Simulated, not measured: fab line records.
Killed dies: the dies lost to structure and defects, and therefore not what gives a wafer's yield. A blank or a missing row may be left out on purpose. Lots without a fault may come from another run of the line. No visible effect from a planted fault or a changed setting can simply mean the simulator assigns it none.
Which tool did it? -- flow gf180mcu -- 36 wafers from 12 lots sampled at 6 of the route's 602 steps

## WHAT EACH GAUGE READ, for each wafer
GF_HV_LDD_CD_MEAS_31: the cd target is 400 nm.
lot,measured,on,cdNm (nm)
L361,day 11 11:43,cdSem-02,401.2 398.8 400.7
L362,day 11 23:36,cdSem-02,399.2 401.3 400.3
L365,day 12 22:54,cdSem-01,400.8 398.8 399.3
L366,day 13 10:15,cdSem-02,402.0 402.8 401.0
L370,day 14 14:32,cdSem-02,400.6 400.9 401.0
L374,day 15 20:44,cdSem-01,400.1 399.3 400.0
L375,day 16 16:17,cdSem-02,397.4 401.1 398.9
L376,day 17 03:25,cdSem-01,400.1 401.0 401.7
L377,day 17 06:41,cdSem-02,395.6 397.2 398.0
L378,day 17 13:15,cdSem-02,402.6 401.8 404.1
L380,day 18 08:53,cdSem-02,398.0 395.1 398.1
L381,day 18 14:52,cdSem-02,404.6 403.7 400.0

GF_PSD_RS_MEAS_14: a four-point-probe measurement.
lot,measured,on,NSD_RS (ohm/sq)
L361,day 14 04:19,filmMetro-03,46.05 46.10 46.05
L362,day 14 15:56,filmMetro-02,46.05 46.00 46.04
L365,day 15 17:45,filmMetro-03,46.49 46.47 46.54 46.45 46.31 46.59
L366,day 16 06:20,filmMetro-02,46.46 46.60 46.53 46.48 46.55 46.54
L370,day 17 13:13,filmMetro-02,46.01 46.17 46.06
L374,day 18 22:34,filmMetro-01,46.08 46.23 46.19
L375,day 19 19:38,filmMetro-01,46.09 46.02 46.08
L376,day 20 08:34,filmMetro-02,45.93 46.09 46.05
L377,day 20 11:58,filmMetro-02,45.87 46.02 45.96
L378,day 20 18:29,filmMetro-02,45.97 46.07 46.09
L380,day 21 13:39,filmMetro-02,46.16 46.03 46.12
L381,day 21 20:26,filmMetro-02,45.99 46.08 46.11

GF_SAB_THK_MEAS_01.
lot,measured,on,SAB_CVD_00_THK (nm)
L361,day 14 04:34,filmMetro-02,50.1 50.0 50.8
L362,day 14 16:12,filmMetro-01,49.4 49.4 50.7
L365,day 15 19:10,filmMetro-04,49.6 49.8 51.0
L366,day 16 09:16,filmMetro-04,49.8 50.2 50.1
L370,day 17 13:28,filmMetro-01,49.7 50.5 50.5
L374,day 18 22:49,filmMetro-04,49.8 51.0 49.7
L375,day 19 19:52,filmMetro-02,50.2 50.9 50.4
L376,day 20 08:49,filmMetro-02,49.6 50.3 51.5
L377,day 20 12:13,filmMetro-04,49.5 49.7 50.0
L378,day 20 18:45,filmMetro-02,49.1 49.4 49.4
L380,day 21 13:53,filmMetro-04,49.9 50.0 49.5
L381,day 21 20:40,filmMetro-01,50.5 50.4 51.3

## EACH LOT AND THE TOOL THAT RAN IT (in order: tool; ch and the chambers of the sampled wafers; start)
lot,GF_NSD_IMPLANT_09,GF_NSD_STRIP_11,GF_PSD_RTA_13
L361,"implanter-04 ch 0, day 13 06:43","plasmaAsher-01 ch 0,1, day 13 06:59","rtpAnneal-02 ch 0, day 14 04:14"
L362,"implanter-03 ch 0, day 13 18:42","plasmaAsher-02 ch 0,1, day 13 19:00","rtpAnneal-01 ch 0, day 14 15:52"
L365,"implanter-04 ch 0, day 14 19:14","plasmaAsher-03 ch 0,1, day 14 19:32","rtpAnneal-02 ch 0, day 15 17:40"
L366,"implanter-04 ch 0, day 15 07:32","plasmaAsher-02 ch 0,1, day 15 07:50","rtpAnneal-02 ch 0, day 16 06:16"
L370,"implanter-03 ch 0, day 16 14:05","plasmaAsher-03 ch 0, day 16 14:21","rtpAnneal-02 ch 0, day 17 13:08"
L374,"implanter-02 ch 0, day 17 21:55","plasmaAsher-02 ch 1, day 17 22:11","rtpAnneal-02 ch 0, day 18 22:29"
L375,"implanter-02 ch 0, day 18 17:56","plasmaAsher-02 ch 0,1, day 18 18:13","rtpAnneal-02 ch 0, day 19 19:32"
L376,"implanter-04 ch 0, day 19 07:01","plasmaAsher-02 ch 0,1, day 19 07:17","rtpAnneal-02 ch 0, day 20 08:29"
L377,"implanter-02 ch 0, day 19 11:02","plasmaAsher-03 ch 0,1, day 19 11:19","rtpAnneal-02 ch 0, day 20 11:52"
L378,"implanter-04 ch 0, day 19 17:33","plasmaAsher-01 ch 0,1, day 19 17:51","rtpAnneal-01 ch 0, day 20 18:25"
L380,"implanter-04 ch 0, day 20 12:59","plasmaAsher-01 ch 0,1, day 20 13:14","rtpAnneal-02 ch 0, day 21 13:33"
L381,"implanter-04 ch 0, day 20 19:35","plasmaAsher-02 ch 0,1, day 20 19:52","rtpAnneal-01 ch 0, day 21 20:20"
- GF_NSD_IMPLANT_09
- GF_NSD_STRIP_11: strips in O2/N2.
- GF_PSD_RTA_13: time 20 s.

## AS READ BY THE TOOLS THEMSELVES (means over the sampled wafers that have a number; for cases with no such wafer, the mark the record gives instead)
GF_NSD_IMPLANT_09.
lot,tool,doseIonsCm2
L361,implanter-04,3.995e+15
L362,implanter-03,3.998e+15
L365,implanter-04,3.996e+15
L366,implanter-04,3.999e+15
L370,implanter-03,4.006e+15
L374,implanter-02,3.996e+15
L375,implanter-02,4.006e+15
L376,implanter-04,4.001e+15
L377,implanter-02,3.996e+15
L378,implanter-04,4.001e+15
L380,implanter-04,4.002e+15
L381,implanter-04,3.992e+15

GF_NSD_STRIP_11.
lot,tool,drypumpMotorCurrentA (A),heaterPowerW (W),oesProductAu (a.u.),stripTimeToEndpointS (s)
L361,plasmaAsher-01,6.1,359,0.487,22.92
L362,plasmaAsher-02,5.2,326,0.488,22.91
L365,plasmaAsher-03,6.3,334,0.494,22.63
L366,plasmaAsher-02,5.1,332,0.488,22.69
L370,plasmaAsher-03,6.1,323,0.485,22.98
L374,plasmaAsher-02,5.0,337,0.486,22.94
L375,plasmaAsher-02,5.2,324,0.489,22.95
L376,plasmaAsher-02,5.1,328,0.485,22.90
L377,plasmaAsher-03,6.4,345,0.490,23.02
L378,plasmaAsher-01,6.1,360,0.488,22.97
L380,plasmaAsher-01,6.1,358,0.489,23.03
L381,plasmaAsher-02,5.1,327,0.485,22.96

GF_PSD_RTA_13.
lot,tool,lampPowerPct (%),wafer_temp_C_max
L361,rtpAnneal-02,35.4,1029.0
L362,rtpAnneal-01,36.7,1029.0
L365,rtpAnneal-02,35.4,1029.8
L366,rtpAnneal-02,35.4,1029.7
L370,rtpAnneal-02,35.5,1030.1
L374,rtpAnneal-02,35.4,1029.9
L375,rtpAnneal-02,35.4,1029.3
L376,rtpAnneal-02,35.4,1030.0
L377,rtpAnneal-02,35.4,1029.7
L378,rtpAnneal-01,36.7,1028.8
L380,rtpAnneal-02,35.4,1030.1
L381,rtpAnneal-01,36.7,1028.7

## THE ANSWER, worked out from the rows above alone
Rule: the lots themselves supply what counts as usual. Put in order of their means at a reading, lots are off if they are a third of the lots or fewer, leave a main group of 4 or more, and stand apart from it by a gap of 3 or more times the standard deviation of the main group's means; of several such gaps the widest counts. The tables above print the reading to a certain number of digits; a main group whose means all agree to those digits is not used. Also off: a lot with no number at a reading for which 4 or more lots have one. Any other lot the step has rows for is counted as sound. The gauges are gone through in route order, then the tools' own readings, and for those a lot's mean is taken as printed above. At the first step where some lot is off, the reading lying furthest off is the one used; lots without a number count as furthest.
Off: L365, L366, at GF_PSD_RS_MEAS_14 (NSD_RS). Mean 46.06 ohm/sq and standard deviation 0.053 in the main group.
A tool fits if, at a process step before that reading, it ran every lot that is off, and no sound lot after the first of them. Not tried: the gauges at GF_PSD_RS_MEAS_14; whatever is off there is also off at GF_NSD_STRIP_11, on other tools, and gauge error can't account for it. None of those tried fits.

## WHAT HAD BEEN PUT IN BY THE SIMULATOR
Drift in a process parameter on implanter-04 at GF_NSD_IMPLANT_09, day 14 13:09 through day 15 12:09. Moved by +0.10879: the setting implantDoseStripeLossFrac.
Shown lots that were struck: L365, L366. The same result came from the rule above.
